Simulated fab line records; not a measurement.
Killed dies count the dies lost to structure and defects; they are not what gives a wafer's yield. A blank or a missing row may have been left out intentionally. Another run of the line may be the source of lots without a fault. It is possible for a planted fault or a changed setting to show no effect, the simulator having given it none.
Which tool is to blame? -- flow sky130 -- 10 lots with 30 wafers sampled at 5 steps, on a route of 708 steps

## WHAT THE GAUGES SHOWED, per wafer
SKY_PAD_OPEN_BOW_MEAS_13.
lot,measured,on,PAD_OPEN_BOW (um)
L142,day 46 17:12,film metro-02,43 61 65
L144,day 47 02:02,film metro-02,53 60 49
L146,day 47 11:49,film metro-03,122 122 105
L147,day 47 21:31,film metro-02,114 107 100
L151,day 48 18:22,film metro-03,53 62 51
L155,day 49 17:44,film metro-03,55 48 33
L156,day 49 19:34,film metro-03,38 41 27
L158,day 50 05:54,film metro-03,56 53 61
L161,day 50 15:34,film metro-03,71 65 56
L162,day 50 17:31,film metro-02,47 43 55

## TOOL THAT RAN EACH LOT (tool first, then ch and the chambers of the sampled wafers, then the start)
lot,SKY_METAL5_SPUTTER_04,SKY_PASSIVATION_ETCH_11,SKY_PAD_OPEN_STRIP_08,SKY_PAD_OPEN_ANNEAL_12
L142,"pvd sputter-01, day 43 20:59","rie diel-03 ch 0,3, day 45 17:40","plasma asher-02 ch 0,1, day 46 15:07","furnace-02 ch 0, day 46 15:42"
L144,"pvd sputter-03, day 44 06:59","rie diel-04 ch 0,1,2, day 46 03:22","plasma asher-02 ch 0,1, day 46 23:55","furnace-02 ch 0, day 47 00:32"
L146,"pvd sputter-02, day 44 17:06","rie diel-03 ch 0,1,3, day 46 12:58","plasma asher-04 ch 0,1, day 47 09:43","furnace-02, day 47 10:19"
L147,"pvd sputter-01, day 45 03:08","rie diel-01 ch 1,2, day 46 22:49","plasma asher-04 ch 0,1, day 47 19:16","furnace-02, day 47 20:00"
L151,"pvd sputter-02, day 46 03:31","rie diel-03 ch 0,3, day 47 20:58","plasma asher-04 ch 0,1, day 48 16:13","furnace-02 ch 0, day 48 16:52"
L155,"pvd sputter-01, day 47 05:49","rie diel-03 ch 0,2,3, day 48 21:28","plasma asher-02 ch 0,1, day 49 15:34","furnace-02 ch 0, day 49 16:13"
L156,"pvd sputter-01, day 47 08:09","rie diel-03 ch 2,3, day 48 23:34","plasma asher-02 ch 0,1, day 49 17:07","furnace-02 ch 0, day 49 18:02"
L158,"pvd sputter-01, day 47 20:41","rie diel-04 ch 0,2,3, day 49 10:37","plasma asher-03 ch 0,1, day 50 03:49","furnace-02 ch 0, day 50 04:24"
L161,"pvd sputter-01, day 48 07:46","rie diel-04 ch 1,2,3, day 49 20:16","plasma asher-03 ch 0,1, day 50 13:28","furnace-01 ch 0, day 50 14:04"
L162,"pvd sputter-03, day 48 10:46","rie diel-04 ch 2,3, day 49 23:10","plasma asher-03 ch 0,1, day 50 15:25","furnace-02 ch 0, day 50 15:58"
- SKY_METAL5_SPUTTER_04: material TiN, target thk 70 nm, time 58.3 s.
- SKY_PASSIVATION_ETCH_11: etches the open film in CF4/O2, stops on AlCu, target depth 725 nm, time 161.1 s.
- SKY_PAD_OPEN_STRIP_08: strips in O2/N2.
- SKY_PAD_OPEN_ANNEAL_12

## THE ANSWER, worked out from the rows above alone
Rule: the lots themselves supply what counts as usual. The widest of any qualifying gaps counts: lots, ordered by their means at a reading, are off when they make up no more than a third of the lots, leave a main group of 4 or more, and stand apart from it by 3 or more times the standard deviation of that group's means. Not used: any main group whose means are identical at the precision the tables above print for the reading. Also off: a lot with no number at a reading for which 4 or more lots have one. The other lots that the step has rows for count as sound.
Off: L146, L147, at SKY_PAD_OPEN_BOW_MEAS_13 (PAD_OPEN_BOW). Main group: mean 52 um, sd 8.2.
If a tool, at a process step before that reading, ran all the lots that are off and no sound lot after the first of them, it fits. The gauges at SKY_PAD_OPEN_BOW_MEAS_13 are tried like those tools. Of those tried, none fits.

## WHAT HAD BEEN PUT IN BY THE SIMULATOR
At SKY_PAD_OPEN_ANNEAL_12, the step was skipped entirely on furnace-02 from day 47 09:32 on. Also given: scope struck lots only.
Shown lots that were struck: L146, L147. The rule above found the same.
